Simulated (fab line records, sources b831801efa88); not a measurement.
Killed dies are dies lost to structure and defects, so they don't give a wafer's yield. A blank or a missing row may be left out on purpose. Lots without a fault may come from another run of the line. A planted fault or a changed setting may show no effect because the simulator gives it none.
Problem report in the 8D (eight disciplines) form, filled by code | flow gf180mcu | the parts of the form that need people (team, actions taken, sign-off) are left out

1. THE PROBLEM
MVSD_OVL at GF_MVSD_OVL_MEAS_07 reads a mean of -109.6 nm on 6 wafers of 2 lots; wafers without a fault read 0.5 nm with a standard deviation of 1.5. That is -73 standard deviations from the usual mean.
First seen on wafer L195.1, day 6 01:51, on overlay-01. The record holds 39 wafers of 13 lots with a number at this step. Rule for "out", or "out of limits": more than 4 standard deviations from the usual mean. The other wafers with a number count as sound.

2. WHAT IT IS AND WHAT IT IS NOT
question                    | is                     | is not
which readings at this step | MVSD_OVL               | -
which lots                  | L195, L196             | L188, L189, L190, L191, L193, L197, L203, L206, L207, L208, L211
which wafers of those lots  | all that have a number | -
read on which gauges        | overlay-01, overlay-02 | -
when                        | from day 6 01:51       | up to then (15 sound wafers); but 18 sound wafers of L197, L203, L206, L207, L208, L211 came after

3. SUSPECTS, AND WHAT RULES EACH OUT
Counting: a tool at a process step up to the reading stays a suspect if it ran every lot that is out and no sound lot after the first of them.
- the gauge at GF_MVSD_OVL_MEAS_07: ruled out. The wafers that are out were read on 2 gauges (overlay-01, overlay-02).
- iline_stepper-02 at GF_MVSD_EXPOSE_04 (exposes mask MVSD, target cd 1000 nm): kept. It ran every lot that is out, first L195 (day 5 18:53), and no sound lot after that; its last sound lot up to then is L193 (day 5 09:50).
Left after counting: iline_stepper-02 at GF_MVSD_EXPOSE_04.

4. THE CAUSE (what the simulator had put in)
Scanner matching overlay: iline_stepper-02, from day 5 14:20 on, at GF_MVSD_EXPOSE_04. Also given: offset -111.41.
Counting left only this tool.

5. THE CHAIN OF EFFECTS, in route order
Each row: a reading whose mean over the struck wafers that have a number lies more than 3 standard deviations from the usual. Only readings for which the record gives a usual standard deviation are gone through. hours: the time from each lot's start at the first step in this table that gives one to its start at this step, as a median over the lots. sigmas: the change in usual standard deviations.
hours | step                | reading  | usual  | on struck wafers | change | sigmas
0     | GF_MVSD_OVL_MEAS_07 | MVSD_OVL | 0.5 nm | -109.6           | -110.1 | -73
Later measuring or inspecting steps at which every struck wafer that the step has a row for has a number for every such reading, and none has moved that far: GF_MVSD_TW_MEAS_11.

6. WHAT WOULD HAVE CAUGHT IT SOONER
In this record the first reading out of limits at a measuring or inspecting step was taken at day 6 01:51, 12 hours after the fault began at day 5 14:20.
All the lots that are out (2) had begun GF_MVSD_EXPOSE_04 on iline_stepper-02 by day 6 01:51. A hold on the tool at that time would have spared none of them.
